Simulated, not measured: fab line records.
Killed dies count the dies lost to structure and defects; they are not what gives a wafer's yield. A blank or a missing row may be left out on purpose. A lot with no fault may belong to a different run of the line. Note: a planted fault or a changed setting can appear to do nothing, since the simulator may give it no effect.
The tool behind it: which one?	flow sky130	Sampling: 15 lots, 43 wafers, 2 of 708 route steps

== WHAT THE GAUGES READ, wafer by wafer ==
SKY_POLY_GATE_CD_MEAS_13: the cd target is 150 nm.
lot	measured	on	cd_nm (nm)
L133	day 16 09:20	cd_sem-02	151.6 151.4 152.0
L134	day 17 06:54	cd_sem-02	150.2 149.9 149.8
L136	day 17 09:43	cd_sem-02	149.5 149.3 150.0
L137	day 17 16:38	cd_sem-02	149.2 149.1 149.9
L138	day 18 09:18	cd_sem-02	107.5 149.8
L140	day 19 08:05	cd_sem-01	149.3 106.7 149.6
L139	day 19 12:03	cd_sem-01	106.9 150.0
L147	day 21 18:58	cd_sem-02	150.6 150.8 151.9
L148	day 22 02:55	cd_sem-02	148.5 148.8 150.2
L150	day 23 04:25	cd_sem-02	147.4 147.7 147.5
L152	day 23 13:56	cd_sem-02	148.7 148.3 148.6
L151	day 23 17:52	cd_sem-01	152.2 152.4 153.4
L154	day 23 21:26	cd_sem-01	148.6 149.8 149.6
L155	day 24 10:50	cd_sem-02	149.4 150.0 150.6
L156	day 24 14:16	cd_sem-02	153.2 151.6 151.4

== EACH LOT AND THE TOOL THAT RAN IT (in order: tool; ch and the chambers of the sampled wafers; start) ==
lot	SKY_POLY_GATE_EXPOSE_10
L133	krf_scanner-01 ch 0, day 15 19:28
L134	krf_scanner-02 ch 0, day 16 16:21
L136	krf_scanner-01 ch 0, day 16 18:34
L137	krf_scanner-01 ch 0, day 17 02:05
L138	krf_scanner-01 ch 0, day 17 18:36
L140	krf_scanner-01 ch 0, day 18 17:20
L139	krf_scanner-01 ch 0, day 18 20:53
L147	krf_scanner-01 ch 0, day 21 04:23
L148	krf_scanner-01 ch 0, day 21 12:12
L150	krf_scanner-01 ch 0, day 22 13:08
L152	krf_scanner-01 ch 0, day 22 22:41
L151	krf_scanner-01 ch 0, day 23 02:54
L154	krf_scanner-01 ch 0, day 23 06:11
L155	krf_scanner-01 ch 0, day 23 19:49
L156	krf_scanner-01 ch 0, day 23 23:19
- SKY_POLY_GATE_EXPOSE_10: exposes mask P1M, target cd 150 nm.

== WHAT THE TOOLS THEMSELVES READ (means of the sampled wafers that have a number; where no wafer has one, the mark that the record gives instead) ==
The record holds no such reading with a usual standard deviation.

== THE ANSWER, worked out from the rows above alone ==
Rule: usual is defined by the lots themselves. The widest of any qualifying gaps counts: lots, ordered by their means at a reading, are off when they make up no more than a third of the lots, leave a main group of 4 or more, and stand apart from it by 3 or more times the standard deviation of that group's means. If all means in a main group match to the digits the tables above print for the reading, that group is not used. Also off: a lot with no number at a reading for which 4 or more lots have one. Any other lot the step has rows for is counted as sound. The gauges are gone through in route order, then the tools' own readings, and for those a lot's mean is taken as printed above. The first step at which some lot is off is used, and at that step the reading that is off furthest; a lot without a number counts as furthest.
Off at SKY_POLY_GATE_CD_MEAS_13 (cd_nm): L138, L140, L139. Main group: mean 150.1 nm, sd 1.4.
If a tool, at a process step before that reading, ran all the lots that are off and no sound lot after the first of them, it fits. Gauges at SKY_POLY_GATE_CD_MEAS_13: tried the same way as those tools. No candidate that was tried fits.

== WHAT THE SIMULATOR HAD INSERTED ==
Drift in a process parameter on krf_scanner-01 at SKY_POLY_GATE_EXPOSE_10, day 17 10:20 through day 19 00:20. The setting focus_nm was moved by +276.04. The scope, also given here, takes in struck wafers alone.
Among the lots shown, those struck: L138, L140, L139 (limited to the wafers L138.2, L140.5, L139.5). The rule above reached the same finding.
